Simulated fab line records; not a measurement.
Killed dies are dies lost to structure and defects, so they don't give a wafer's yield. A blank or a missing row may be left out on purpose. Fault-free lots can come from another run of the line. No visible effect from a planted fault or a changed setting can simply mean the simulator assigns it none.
Which tool was responsible? || flow sky130 || 42 wafers from 14 lots sampled at 4 of the route's 708 steps

== WHAT THE GAUGES READ, wafer by wafer ==
SKY_VT_ADJUST_HVTP_CD_MEAS_07: the cd target is 380 nm.
{"lot": "L255", "measured": "day 5 18:32", "on": "cd_sem-02", "cd_nm (nm)": "380.3 379.4 378.4"}
{"lot": "L256", "measured": "day 6 05:02", "on": "cd_sem-01", "cd_nm (nm)": "374.4 377.6 377.2"}
{"lot": "L257", "measured": "day 6 13:18", "on": "cd_sem-01", "cd_nm (nm)": "380.4 380.0 380.4"}
{"lot": "L258", "measured": "day 6 21:04", "on": "cd_sem-01", "cd_nm (nm)": "378.5 374.9 379.0"}
{"lot": "L259", "measured": "day 7 04:50", "on": "cd_sem-02", "cd_nm (nm)": "380.4 382.9 379.2"}
{"lot": "L260", "measured": "day 7 06:55", "on": "cd_sem-02", "cd_nm (nm)": "377.0 375.9 378.8"}
{"lot": "L261", "measured": "day 7 13:34", "on": "cd_sem-01", "cd_nm (nm)": "385.5 385.1 385.9"}
{"lot": "L262", "measured": "day 7 22:32", "on": "cd_sem-01", "cd_nm (nm)": "382.3 382.4 382.4"}
{"lot": "L264", "measured": "day 8 11:07", "on": "cd_sem-01", "cd_nm (nm)": "380.3 383.4 381.4"}
{"lot": "L265", "measured": "day 8 16:11", "on": "cd_sem-01", "cd_nm (nm)": "378.2 377.9 377.2"}
{"lot": "L266", "measured": "day 9 00:16", "on": "cd_sem-02", "cd_nm (nm)": "377.6 382.1 380.0"}
{"lot": "L267", "measured": "day 9 06:56", "on": "cd_sem-01", "cd_nm (nm)": "381.3 379.6 380.7"}
{"lot": "L268", "measured": "day 9 09:30", "on": "cd_sem-02", "cd_nm (nm)": "384.5 384.1 386.9"}
{"lot": "L276", "measured": "day 11 12:58", "on": "cd_sem-01", "cd_nm (nm)": "377.0 380.0 379.2"}

SKY_VT_ADJUST_NCORE_CD_MEAS_07: the cd target is 380 nm.
{"lot": "L255", "measured": "day 8 05:17", "on": "cd_sem-01", "cd_nm (nm)": "380.9 382.3 380.4"}
{"lot": "L256", "measured": "day 8 16:59", "on": "cd_sem-02", "cd_nm (nm)": "375.7 375.0 376.9"}
{"lot": "L257", "measured": "day 9 00:54", "on": "cd_sem-01", "cd_nm (nm)": "376.6 377.8 378.1"}
{"lot": "L258", "measured": "day 9 09:28", "on": "cd_sem-01", "cd_nm (nm)": "377.1 377.6 377.8"}
{"lot": "L259", "measured": "day 9 17:32", "on": "cd_sem-02", "cd_nm (nm)": "378.1 381.3 378.0"}
{"lot": "L260", "measured": "day 9 19:01", "on": "cd_sem-02", "cd_nm (nm)": "379.7 379.1 378.0"}
{"lot": "L261", "measured": "day 10 03:55", "on": "cd_sem-01", "cd_nm (nm)": "375.9 381.0 379.2"}
{"lot": "L262", "measured": "day 10 13:43", "on": "cd_sem-01", "cd_nm (nm)": "381.2 381.9 381.4"}
{"lot": "L264", "measured": "day 11 04:02", "on": "cd_sem-02", "cd_nm (nm)": "382.0 382.5 381.3"}
{"lot": "L265", "measured": "day 11 08:08", "on": "cd_sem-01", "cd_nm (nm)": "377.1 375.8 373.6"}
{"lot": "L266", "measured": "day 11 18:34", "on": "cd_sem-01", "cd_nm (nm)": "376.7 380.7 379.0"}
{"lot": "L267", "measured": "day 12 01:32", "on": "cd_sem-01", "cd_nm (nm)": "377.8 377.1 379.0"}
{"lot": "L268", "measured": "day 12 05:27", "on": "cd_sem-01", "cd_nm (nm)": "377.6 378.9 378.3"}
{"lot": "L276", "measured": "day 14 18:03", "on": "cd_sem-01", "cd_nm (nm)": "380.0 379.3 377.7"}

SKY_SD_P_CD_MEAS_07: the cd target is 380 nm.
{"lot": "L255", "measured": "day 24 19:23", "on": "cd_sem-02", "cd_nm (nm)": "378.0 376.0 378.4"}
{"lot": "L256", "measured": "day 25 12:02", "on": "cd_sem-01", "cd_nm (nm)": "378.9 379.8 381.3"}
{"lot": "L257", "measured": "day 25 21:09", "on": "cd_sem-01", "cd_nm (nm)": "377.0 375.9 375.4"}
{"lot": "L258", "measured": "day 26 11:43", "on": "cd_sem-01", "cd_nm (nm)": "380.4 380.9 382.0"}
{"lot": "L259", "measured": "day 26 19:23", "on": "cd_sem-01", "cd_nm (nm)": "383.6 382.1 382.9"}
{"lot": "L260", "measured": "day 26 22:46", "on": "cd_sem-01", "cd_nm (nm)": "384.5 384.0 384.9"}
{"lot": "L261", "measured": "day 27 07:40", "on": "cd_sem-02", "cd_nm (nm)": "379.6 379.6 382.1"}
{"lot": "L262", "measured": "day 27 17:10", "on": "cd_sem-01", "cd_nm (nm)": "378.2 377.5 378.6"}
{"lot": "L264", "measured": "day 28 13:31", "on": "cd_sem-02", "cd_nm (nm)": "376.6 377.6 377.3"}
{"lot": "L265", "measured": "day 28 20:05", "on": "cd_sem-02", "cd_nm (nm)": "379.1 376.5 376.2"}
{"lot": "L266", "measured": "day 29 06:04", "on": "cd_sem-01", "cd_nm (nm)": "377.5 379.2 378.0"}
{"lot": "L267", "measured": "day 34 15:47", "on": "cd_sem-02", "cd_nm (nm)": "375.3 377.6 377.4"}
{"lot": "L268", "measured": "day 34 20:54", "on": "cd_sem-02", "cd_nm (nm)": "374.5 376.9 375.8"}
{"lot": "L276", "measured": "day 37 13:42", "on": "cd_sem-02", "cd_nm (nm)": "377.6 378.1 377.2"}

== WHAT TOOL EACH LOT RAN ON (gives the tool, then ch and the chambers of the sampled wafers, and finally the start) ==
{"lot": "L255", "SKY_POLY_GATE_CVD_00": "lpcvd-01 ch 0, day 13 07:57"}
{"lot": "L256", "SKY_POLY_GATE_CVD_00": "lpcvd-01 ch 0, day 14 01:37"}
{"lot": "L257", "SKY_POLY_GATE_CVD_00": "lpcvd-01 ch 0, day 14 11:11"}
{"lot": "L258", "SKY_POLY_GATE_CVD_00": "lpcvd-01 ch 1, day 14 23:02"}
{"lot": "L259", "SKY_POLY_GATE_CVD_00": "lpcvd-01 ch 1, day 15 06:53"}
{"lot": "L260", "SKY_POLY_GATE_CVD_00": "lpcvd-01 ch 0, day 15 09:35"}
{"lot": "L261", "SKY_POLY_GATE_CVD_00": "lpcvd-01 ch 0, day 15 19:55"}
{"lot": "L262", "SKY_POLY_GATE_CVD_00": "lpcvd-01 ch 0, day 16 06:12"}
{"lot": "L264", "SKY_POLY_GATE_CVD_00": "lpcvd-01 ch 1, day 17 00:27"}
{"lot": "L265", "SKY_POLY_GATE_CVD_00": "lpcvd-01 ch 1, day 17 06:08"}
{"lot": "L266", "SKY_POLY_GATE_CVD_00": "lpcvd-01 ch 1, day 17 18:01"}
{"lot": "L267", "SKY_POLY_GATE_CVD_00": "lpcvd-01 ch 1, day 23 06:22"}
{"lot": "L268", "SKY_POLY_GATE_CVD_00": "lpcvd-01 ch 0, day 23 10:34"}
{"lot": "L276", "SKY_POLY_GATE_CVD_00": "lpcvd-01 ch 1, day 26 10:15"}
- SKY_POLY_GATE_CVD_00: deposits poly-Si, target thk 180 nm, time 720 s.

== WHAT THE TOOLS THEMSELVES READ (means of the sampled wafers that have a number; where no wafer has one, the mark that the record gives instead) ==
SKY_POLY_GATE_CVD_00.
{"lot": "L255", "tool": "lpcvd-01", "spike_tc_lower_C (C)": 620.4, "spike_tc_upper_C (C)": 618.2, "zone_power_bottom_pct (%)": 14.14, "zone_power_top_pct (%)": 19.22}
{"lot": "L256", "tool": "lpcvd-01", "spike_tc_lower_C (C)": 619.4, "spike_tc_upper_C (C)": 618.8, "zone_power_bottom_pct (%)": 14.18, "zone_power_top_pct (%)": 19.09}
{"lot": "L257", "tool": "lpcvd-01", "spike_tc_lower_C (C)": 620.3, "spike_tc_upper_C (C)": 619.2, "zone_power_bottom_pct (%)": 14.09, "zone_power_top_pct (%)": 19.26}
{"lot": "L258", "tool": "lpcvd-01", "spike_tc_lower_C (C)": 620.2, "spike_tc_upper_C (C)": 617.7, "zone_power_bottom_pct (%)": 13.68, "zone_power_top_pct (%)": 19.41}
{"lot": "L259", "tool": "lpcvd-01", "spike_tc_lower_C (C)": 620.6, "spike_tc_upper_C (C)": 619.5, "zone_power_bottom_pct (%)": 13.56, "zone_power_top_pct (%)": 19.43}
{"lot": "L260", "tool": "lpcvd-01", "spike_tc_lower_C (C)": 619.8, "spike_tc_upper_C (C)": 618.3, "zone_power_bottom_pct (%)": 14.01, "zone_power_top_pct (%)": 19.27}
{"lot": "L261", "tool": "lpcvd-01", "spike_tc_lower_C (C)": 619.2, "spike_tc_upper_C (C)": 618.2, "zone_power_bottom_pct (%)": 14.03, "zone_power_top_pct (%)": 19.35}
{"lot": "L262", "tool": "lpcvd-01", "spike_tc_lower_C (C)": 620.7, "spike_tc_upper_C (C)": 618.7, "zone_power_bottom_pct (%)": 14.11, "zone_power_top_pct (%)": 19.08}
{"lot": "L264", "tool": "lpcvd-01", "spike_tc_lower_C (C)": 620.1, "spike_tc_upper_C (C)": 619.8, "zone_power_bottom_pct (%)": 13.57, "zone_power_top_pct (%)": 19.42}
{"lot": "L265", "tool": "lpcvd-01", "spike_tc_lower_C (C)": 620.5, "spike_tc_upper_C (C)": 619.7, "zone_power_bottom_pct (%)": 13.72, "zone_power_top_pct (%)": 19.26}
{"lot": "L266", "tool": "lpcvd-01", "spike_tc_lower_C (C)": 621.1, "spike_tc_upper_C (C)": 618.1, "zone_power_bottom_pct (%)": 13.68, "zone_power_top_pct (%)": 19.26}
{"lot": "L267", "tool": "lpcvd-01", "spike_tc_lower_C (C)": 621.2, "spike_tc_upper_C (C)": 618.1, "zone_power_bottom_pct (%)": 13.59, "zone_power_top_pct (%)": 19.55}
{"lot": "L268", "tool": "lpcvd-01", "spike_tc_lower_C (C)": 620.1, "spike_tc_upper_C (C)": 618.8, "zone_power_bottom_pct (%)": 13.96, "zone_power_top_pct (%)": 19.26}
{"lot": "L276", "tool": "lpcvd-01", "spike_tc_lower_C (C)": 620.2, "spike_tc_upper_C (C)": 618.3, "zone_power_bottom_pct (%)": 13.59, "zone_power_top_pct (%)": 19.13}

== THE ANSWER, worked out from the rows above alone ==
Rule: what is usual is taken from the lots themselves. Put in order of their means at a reading, lots are off if they are a third of the lots or fewer, leave a main group of 4 or more, and stand apart from it by a gap of 3 or more times the standard deviation of the main group's means; of several such gaps the widest counts. A main group is skipped when, at the precision printed for the reading in the tables above, its means are all equal. A lot without any number at a reading at which 4 lots or more have one is off too. The other lots that the step has rows for count as sound. After the gauges, taken in route order, come the tools' own readings; for these a lot's mean is taken, as printed above. At the first step where some lot is off, the reading lying furthest off is the one used; lots without a number count as furthest.
None of the lots is off at any reading shown; this tells nothing.

== WHAT THE SIMULATOR HAD INSERTED ==
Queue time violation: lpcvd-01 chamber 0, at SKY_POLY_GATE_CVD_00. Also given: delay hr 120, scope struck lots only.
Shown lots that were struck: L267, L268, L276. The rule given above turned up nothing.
